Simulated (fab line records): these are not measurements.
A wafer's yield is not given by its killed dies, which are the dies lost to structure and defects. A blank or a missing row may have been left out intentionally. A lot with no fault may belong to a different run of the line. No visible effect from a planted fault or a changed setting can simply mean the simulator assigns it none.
fab line records ; flow sfq-line
record: lots: 14; wafers: 42; last-day: 88
route steps=325 shown M0@35 I0@53 I1@86 I2@105
lots that met no fault: from a run of the same line without faults
start-h: the number of hours between the record's first day and the start of the first shown wafer of the lot ; wait-h: hours since the lot's step before ; " repeats the value in the row above ; L1.1+2: a row that stands for several wafers ; - either no value or no given start ; * or withheld: withheld ; < > ~ a bound
route shown NAME@n: names a module that has steps shown in the file, with the first one's number in the route ; usual: the fault-free wafers' mean and standard deviation ; same: alike in all rows ; chamber/n: place in a boat ; sites: per-site readings ; _std_site: the standard deviation of these ; _edge_site: outer sites' mean less inner sites' ; radius-mm: how far each site lies from the wafer's centre ; mask NAME#n: copy n ; behind: the last tool/chamber to shape the wafer ; hold: the reason the lot was held/the length of the hold in hours/how it ended ; device: the n, p or np transistor that did not switch ; end of line: tests run on the same wafers once the route is complete ; a step given without rows: its recipe and nothing more ; killed: dies lost to structure and defects at the first sort, not the wafer's yield ; map: the dies of a wafer, with x for killed, . for not killed, _ for no die there
set.NAME: the setting the step ran with; set.NAME@STEP: the setting that earlier step ran with ; model.NAME: the simulator's own value behind a step, which no gauge read
one table for each step of the route and one row for each wafer, over a sample of lots
services: from which hour (start-h, from the record's first day; less than 0 if before it) a tool's chamber was out of use, for how many hours, and why
== steps ==
step: SFQ_TRILAYER_M0_LITHO_EXPOSE_022
recipe: mask-id: M0; na: 0.6; source-shape: conventional; sigma-outer: 0.65; target-cd-nm: 500; dose-mj: 14.4
usual: exposure-dose-mJ-cm2: 14.399/0.014; focus-offset-nm: 0.0/0.6
lot.wafer;tool;chamber;start-h;wait-h;mask;exposure-dose-mJ-cm2;focus-offset-nm
L802.1;krf-scanner-02;0;262.58;-;M0#0;14.382;0.0
L802.4;krf-scanner-02;0;262.58;-;M0#0;14.393;-0.1
L802.5;krf-scanner-02;0;262.58;-;M0#0;14.389;-0.2
L804.3;krf-scanner-01;0;283.31;-;M0#0;14.398;0.5
L804.5;krf-scanner-01;0;283.31;-;M0#0;14.400;1.2
L804.6;krf-scanner-01;0;283.31;-;M0#0;14.397;0.6
L806.1;krf-scanner-02;0;306.68;-;M0#0;14.374;0.5
L806.2;krf-scanner-02;0;306.68;-;M0#0;14.400;0.0
L806.3;krf-scanner-02;0;306.68;-;M0#0;14.419;0.4
L808.1;krf-scanner-02;0;321.08;-;M0#0;14.397;-0.1
L808.3;krf-scanner-02;0;321.08;-;M0#0;14.407;0.9
L808.5;krf-scanner-02;0;321.08;-;M0#0;14.388;-0.1
L811.3;krf-scanner-01;0;349.00;-;M0#0;14.406;-0.6
L811.4;krf-scanner-01;0;349.00;-;M0#0;14.410;-0.3
L811.6;krf-scanner-01;0;349.00;-;M0#0;14.423;0.2
L812.1;krf-scanner-02;0;353.94;-;M0#0;14.418;-0.2
L812.5;krf-scanner-02;0;353.94;-;M0#0;14.394;0.3
L812.6;krf-scanner-02;0;353.94;-;M0#0;14.382;0.1
L813.3;krf-scanner-02;0;362.74;-;M0#0;14.392;0.0
L813.4;krf-scanner-02;0;362.74;-;M0#0;14.405;-0.9
L813.6;krf-scanner-02;0;362.74;-;M0#0;14.387;-0.2
L816.3;krf-scanner-01;0;385.84;-;M0#0;14.409;0.0
L816.5;krf-scanner-01;0;385.84;-;M0#0;14.397;0.3
L816.6;krf-scanner-01;0;385.84;-;M0#0;14.417;0.8
L817.1;krf-scanner-01;0;393.84;-;M0#0;14.394;-0.2
L817.2;krf-scanner-01;0;393.84;-;M0#0;14.395;1.0
L817.4;krf-scanner-01;0;393.84;-;M0#0;14.372;1.2
L820.2;krf-scanner-02;0;425.41;-;M0#0;14.430;-0.6
L820.3;krf-scanner-02;0;425.41;-;M0#0;14.427;0.2
L820.6;krf-scanner-02;0;425.41;-;M0#0;14.426;-1.1
L821.3;krf-scanner-01;0;434.81;-;M0#0;9.100;-0.3
L821.5;krf-scanner-01;0;434.81;-;M0#0;9.120;-0.8
L821.6;krf-scanner-01;0;434.81;-;M0#0;9.118;-1.2
L822.1;krf-scanner-01;0;438.01;-;M0#0;9.093;0.1
L822.2;krf-scanner-01;0;438.01;-;M0#0;9.096;0.0
L822.5;krf-scanner-01;0;438.01;-;M0#0;9.100;0.0
L824.1;krf-scanner-02;0;469.20;-;M0#0;14.408;-1.5
L824.2;krf-scanner-02;0;469.20;-;M0#0;14.394;-1.0
L824.4;krf-scanner-02;0;469.20;-;M0#0;14.405;-0.6
L825.1;krf-scanner-02;0;476.40;-;M0#0;14.391;1.1
L825.2;krf-scanner-02;0;476.40;-;M0#0;14.388;0.8
L825.5;krf-scanner-02;0;476.40;-;M0#0;14.416;0.3
step: SFQ_I0_OVL_MEAS_908
usual: I0_OVL: 2/4.7
lot.wafer;tool;chamber;start-h;wait-h;I0_OVL[nm]
L802.1;overlay-01;-;391.74;0.1;4
L802.4;overlay-01;-;391.74;0.1;14
L802.5;overlay-01;-;391.74;0.1;5
L804.3;overlay-01;-;414.72;0.1;1
L804.5;overlay-01;-;414.72;0.1;-3
L804.6;overlay-01;-;414.72;0.1;-7
L806.1;overlay-01;-;445.64;0.1;8
L806.2;overlay-01;-;445.64;0.1;8
L806.3;overlay-01;-;445.64;0.1;13
L808.1;overlay-01;-;462.18;0.1;6
L808.3;overlay-01;-;462.18;0.1;3
L808.5;overlay-01;-;462.18;0.1;9
L811.3;overlay-01;-;495.91;0.1;4
L811.4;overlay-01;-;495.91;0.1;-1
L811.6;overlay-01;-;495.91;0.1;0
L812.1;overlay-02;-;500.70;0.1;5
L812.5;overlay-02;-;500.70;0.1;5
L812.6;overlay-02;-;500.70;0.1;4
L813.3;overlay-01;-;516.56;0.1;2
L813.4;overlay-01;-;516.56;0.1;1
L813.6;overlay-01;-;516.56;0.1;-2
L816.3;overlay-01;-;546.59;0.1;0
L816.5;overlay-01;-;546.59;0.1;-2
L816.6;overlay-01;-;546.59;0.1;-1
L817.1;overlay-02;-;556.18;0.1;-2
L817.2;overlay-02;-;556.18;0.1;-2
L817.4;overlay-02;-;556.18;0.1;-4
L820.2;overlay-01;-;589.18;0.1;-8
L820.3;overlay-01;-;589.18;0.1;2
L820.6;overlay-01;-;589.18;0.1;1
L821.3;overlay-01;-;596.39;0.1;5
L821.5;overlay-01;-;596.39;0.1;7
L821.6;overlay-01;-;596.39;0.1;-1
L822.1;overlay-01;-;599.98;0.1;3
L822.2;overlay-01;-;599.98;0.1;3
L822.5;overlay-01;-;599.98;0.1;0
L824.1;overlay-02;-;623.98;0.1;9
L824.2;overlay-02;-;623.98;0.1;5
L824.4;overlay-02;-;623.98;0.1;-3
L825.1;overlay-01;-;630.50;0.1;-1
L825.2;overlay-01;-;630.50;0.1;7
L825.5;overlay-01;-;630.50;0.1;1
step: SFQ_TRILAYER_I1_VIA_STRIP_STRIP_053
recipe: gas: O2; power-w: 200; platen-temp-c: 40; overash-fraction: 0.65; chemistry: O2; pressure-mtorr: 50
usual: drypump-motor-current-A: 5.9/0.31; oes-product-au: 0.999/0.0088
lot.wafer;tool;chamber;start-h;wait-h;drypump-motor-current-A;oes-product-au;rf-hours-counter-h
L802.1;rie-metal-03;1;557.61;-;6.0;1.008;76
L802.4;rie-metal-03;1;557.61;-;6.0;1.003;-
L802.5;rie-metal-03;1;557.61;-;6.0;1.008;-
L804.3;rie-metal-04;0;610.49;-;5.8;0.990;-
L804.5;rie-metal-04;1;610.49;-;5.9;0.999;-
L804.6;rie-metal-04;0;610.49;-;5.8;1.006;-
L806.1;rie-metal-02;0;617.49;-;5.7;1.005;128
L806.2;rie-metal-02;1;617.49;-;5.4;1.013;30
L806.3;rie-metal-02;1;617.49;-;5.4;1.005;-
L808.1;rie-metal-02;1;630.29;-;5.4;1.011;32
L808.3;rie-metal-02;1;630.29;-;5.4;1.010;-
L808.5;rie-metal-02;0;630.29;-;5.7;1.019;-
L811.3;rie-metal-03;1;802.67;-;6.0;1.012;-
L811.4;rie-metal-03;0;802.67;-;6.5;0.995;-
L811.6;rie-metal-03;0;802.67;-;6.5;0.983;-
L812.1;rie-metal-02;0;806.07;-;5.7;0.996;7
L812.5;rie-metal-02;0;806.07;-;5.7;0.991;-
L812.6;rie-metal-02;1;806.07;-;5.4;0.987;-
L813.3;rie-metal-04;0;809.87;-;5.8;0.999;-
L813.4;rie-metal-04;1;809.87;-;5.9;0.996;-
L813.6;rie-metal-04;0;809.87;-;5.8;1.001;-
L816.3;rie-metal-02;1;841.23;-;5.4;1.004;-
L816.5;rie-metal-02;0;841.23;-;5.7;1.007;-
L816.6;rie-metal-02;1;841.23;-;5.4;1.002;-
L817.1;rie-metal-02;0;848.23;-;5.7;1.007;13
L817.2;rie-metal-02;1;848.23;-;5.4;0.999;59
L817.4;rie-metal-02;0;848.23;-;5.7;1.002;-
L820.2;rie-metal-03;1;885.56;-;6.0;1.006;116
L820.3;rie-metal-03;0;885.56;-;6.4;0.982;-
L820.6;rie-metal-03;1;885.56;-;6.0;1.000;-
L821.3;rie-metal-04;0;896.99;-;5.8;1.001;-
L821.5;rie-metal-04;0;896.99;-;5.8;0.997;-
L821.6;rie-metal-04;0;896.99;-;5.8;1.005;-
L822.1;rie-metal-04;0;902.46;-;5.8;1.002;6
L822.2;rie-metal-04;0;902.46;-;5.8;0.999;-
L822.5;rie-metal-04;0;902.46;-;5.8;1.008;-
L824.1;rie-metal-03;1;928.86;-;6.0;1.004;121
L824.2;rie-metal-03;0;928.86;-;6.4;0.974;49
L824.4;rie-metal-03;1;928.86;-;6.0;1.004;-
L825.1;rie-metal-04;0;937.70;-;5.8;0.997;11
L825.2;rie-metal-04;1;937.70;-;5.9;1.004;4
L825.5;rie-metal-04;0;937.70;-;5.8;0.994;-
step: SFQ_I2_BOW_MEAS_917
recipe: mode: bow
usual: I2_BOW: 2/8.2
lot.wafer;tool;chamber;start-h;wait-h;I2_BOW[um]
L802.1;film-metro-02;-;701.83;1.5;-8
L802.4;film-metro-02;-;701.83;1.5;0
L802.5;film-metro-02;-;701.83;1.5;1
L804.3;film-metro-01;-;763.38;1.0;3
L804.5;film-metro-01;-;763.38;1.0;5
L804.6;film-metro-01;-;763.38;1.0;-2
L806.1;film-metro-01;-;769.34;1.0;5
L806.2;film-metro-01;-;769.34;1.0;17
L806.3;film-metro-01;-;769.34;1.0;-2
L808.1;film-metro-04;-;783.60;1.5;10
L808.3;film-metro-04;-;783.60;1.5;-1
L808.5;film-metro-04;-;783.60;1.5;1
L811.3;film-metro-01;-;811.80;2.5;7
L811.4;film-metro-01;-;811.80;2.5;1
L811.6;film-metro-01;-;811.80;2.5;8
L812.1;film-metro-04;-;817.76;2.0;-10
L812.5;film-metro-04;-;817.76;2.0;-13
L812.6;film-metro-04;-;817.76;2.0;-6
L813.3;film-metro-04;-;820.80;2.5;-5
L813.4;film-metro-04;-;820.80;2.5;-7
L813.6;film-metro-04;-;820.80;2.5;-9
L816.3;film-metro-04;-;848.60;1.0;-3
L816.5;film-metro-04;-;848.60;1.0;6
L816.6;film-metro-04;-;848.60;1.0;10
L817.1;film-metro-04;-;856.42;1.5;7
L817.2;film-metro-04;-;856.42;1.5;-16
L817.4;film-metro-04;-;856.42;1.5;-7
L820.2;film-metro-01;-;1041.33;1.5;2
L820.3;film-metro-01;-;1041.33;1.5;8
L820.6;film-metro-01;-;1041.33;1.5;9
L821.3;film-metro-04;-;1053.95;2.5;4
L821.5;film-metro-04;-;1053.95;2.5;-4
L821.6;film-metro-04;-;1053.95;2.5;-2
L822.1;film-metro-01;-;1060.52;1.5;-2
L822.2;film-metro-01;-;1060.52;1.5;-11
L822.5;film-metro-01;-;1060.52;1.5;-4
L824.1;film-metro-04;-;1079.71;1.0;8
L824.2;film-metro-04;-;1079.71;1.0;-10
L824.4;film-metro-04;-;1079.71;1.0;2
L825.1;film-metro-02;-;1091.91;2.0;3
L825.2;film-metro-02;-;1091.91;2.0;14
L825.5;film-metro-02;-;1091.91;2.0;-1
== services ==
tool;chamber;start-h;hours;kind
krf-scanner-01;-;248.09;4.4;pm
krf-scanner-02;-;268.58;4.4;pm
krf-scanner-01;-;273.51;1.0;pm
krf-scanner-02;-;279.45;0.7;repair
krf-scanner-02;-;329.87;0.4;repair
krf-scanner-02;-;330.68;0.8;pm
krf-scanner-02;-;341.03;1.3;pm
krf-scanner-02;-;350.54;1.0;pm
krf-scanner-02;-;380.52;1.5;repair
krf-scanner-02;-;430.69;3.8;repair
krf-scanner-02;-;430.98;0.7;repair
krf-scanner-02;-;500.40;0.8;pm
krf-scanner-02;-;517.45;1.3;pm
krf-scanner-02;-;519.95;1.0;pm
krf-scanner-02;-;561.88;3.6;pm
krf-scanner-02;-;625.39;0.2;repair
krf-scanner-02;-;669.40;0.8;pm
krf-scanner-02;-;688.53;1.0;pm
krf-scanner-02;-;692.03;1.3;pm
krf-scanner-02;-;837.98;0.8;pm
krf-scanner-02;-;838.73;4.0;pm
krf-scanner-02;-;858.46;1.0;pm
krf-scanner-02;-;868.27;1.3;pm
krf-scanner-02;-;888.67;3.0;pm
== key ==
first-sign: step: SFQ_TRILAYER_M0_LITHO_EXPOSE_022; reading: exposure-dose-mJ-cm2; direction: down; sigmas: 99+; usual: 14.399; struck: 9.105
effect none on later readings
met-at SFQ_TRILAYER_M0_LITHO_EXPOSE_022
struck-lots L821,L822
not-acting-at SFQ_I0_OVL_MEAS_908,SFQ_TRILAYER_I1_VIA_STRIP_STRIP_053,SFQ_I2_BOW_MEAS_917
onset-between 393.84 434.81
fault: kind: process-parameter-drift; tool: krf-scanner-01; chamber: -; onset-h: 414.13; steps: SFQ_TRILAYER_M0_LITHO_EXPOSE_022; channel: dose-mj; offset: -5.2869; shape: step; acts-in: these-recipes-only; stated: 14.4
